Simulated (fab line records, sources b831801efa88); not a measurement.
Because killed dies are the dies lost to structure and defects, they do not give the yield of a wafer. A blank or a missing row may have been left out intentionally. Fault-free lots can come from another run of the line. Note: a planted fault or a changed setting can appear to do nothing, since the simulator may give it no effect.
Split-lot experiment -- flow sky130 -- 5 lots, 23 wafers read, on a route of 708 steps

ABOUT THE SPLIT
At SKY_SONOS_TUNNEL_IMPLANT_09, the setting energyKev was moved away from the recipe's 20 on 7 of the 23 wafers read, by -5.4% to +4.3%. All remaining wafers had this setting at the recipe value.

Reading taken at the split's own step.

THE READING
implant.drpNm (the simulator's own value, which no gauge read), in nm, at SKY_SONOS_TUNNEL_IMPLANT_09. The file does not state a usual value for it.

wafer,"tool, chamber at the split",energyKev as run,against the recipe,"implant.drpNm, nm",against lot-mates on the recipe
L076.1,"implanter-02, 0",20,recipe,28.34,-
L076.2,"implanter-02, 0",20,recipe,28.34,-
L076.3,"implanter-02, 0",20,recipe,28.34,-
L076.4,"implanter-02, 0",20,recipe,28.34,-
L076.5,"implanter-02, 0",20,recipe,28.34,-
L078.2,"implanter-01, 0",20,recipe,28.34,-
L078.5,"implanter-01, 0",20,recipe,28.34,-
L078.6,"implanter-01, 0",20,recipe,28.34,-
L079.2,"implanter-02, 0",18.91,-5.4%,27.24,-1.10
L079.3,"implanter-02, 0",18.91,-5.4%,27.24,-1.10
L079.6,"implanter-02, 0",18.91,-5.4%,27.24,-1.10
L079.4,"implanter-02, 0",20,recipe,28.34,-
L079.5,"implanter-02, 0",20,recipe,28.34,-
L080.1,"implanter-02, 0",20,recipe,28.34,-
L080.2,"implanter-02, 0",20,recipe,28.34,-
L080.5,"implanter-02, 0",20,recipe,28.34,-
L080.3,"implanter-02, 0",20.86,+4.3%,29.29,+0.95
L080.4,"implanter-02, 0",20.86,+4.3%,29.29,+0.95
L085.1,"implanter-02, 0",20.58,+2.9%,28.96,+0.62
L085.3,"implanter-02, 0",20.58,+2.9%,28.96,+0.62
L085.2,"implanter-02, 0",20,recipe,28.34,-
L085.5,"implanter-02, 0",20,recipe,28.34,-
L085.6,"implanter-02, 0",20,recipe,28.34,-

THE FIT
A straight line over all 23 wafers: implant.drpNm changes by +0.208 nm for each +1% of energyKev; r = +1.00; the points scatter about the line by 0.019 nm.
The same after taking each lot's own level away (the mean of its wafers on the recipe; 23 wafers): +0.208 nm for each +1%; r = +1.00; scatter 0.019 nm.
According to that fit, moving energyKev by its largest amount changes the reading by 1.1 nm.
The lots' own levels span 28.340 to 28.340 nm.
Consequently the slope shifts little with the lot-to-lot level, the two slopes agreeing.
Check: for one of the wafers moved furthest among these (-5.4%), held out of the fit, the line's prediction against its lot-mates is -1.13 nm. It came out at -1.1 nm against them.

OTHER SPLITS APPLIED TO THESE WAFERS
Note: prior to the reading, these wafers also went through further splits. Each is held against what the fit with the lots' levels taken away leaves over:
other split on the same wafers,wafers away from the commonest value,r with implant.drpNm (lot level and that fit taken away)
SKY_VT_ADJUST_NCORE_EXPOSE_04 doseMj,5,-0.08
SKY_VT_ADJUST_NCORE_DEVELOP_06 devTempC,10,+0.41
SKY_VT_ADJUST_HVTR_IMPLANT_09 energyKev,4,+0.07
SKY_VT_ADJUST_PCH_COAT_02 resistThkNm,8,-0.29
SKY_VT_ADJUST_PCH_DEVELOP_06 developTimeS,8,+0.05

THE WHOLE CHAIN: every reading that the file lists as answering this split, in the file's order
step,what it does,reading,change (the file's fit),r (the file's)
SKY_SONOS_TUNNEL_IMPLANT_09,,"implant.rpNm (the simulator's own value, which no gauge read)",+0.658 nm for each +1% of the setting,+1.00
SKY_SONOS_TUNNEL_IMPLANT_09,,"implant.drpNm (the simulator's own value, which no gauge read)",+0.209 nm for each +1% of the setting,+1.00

THE FILE'S OWN FIT
implant.drpNm changes by +0.209 nm for each +1% of energyKev, r = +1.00.
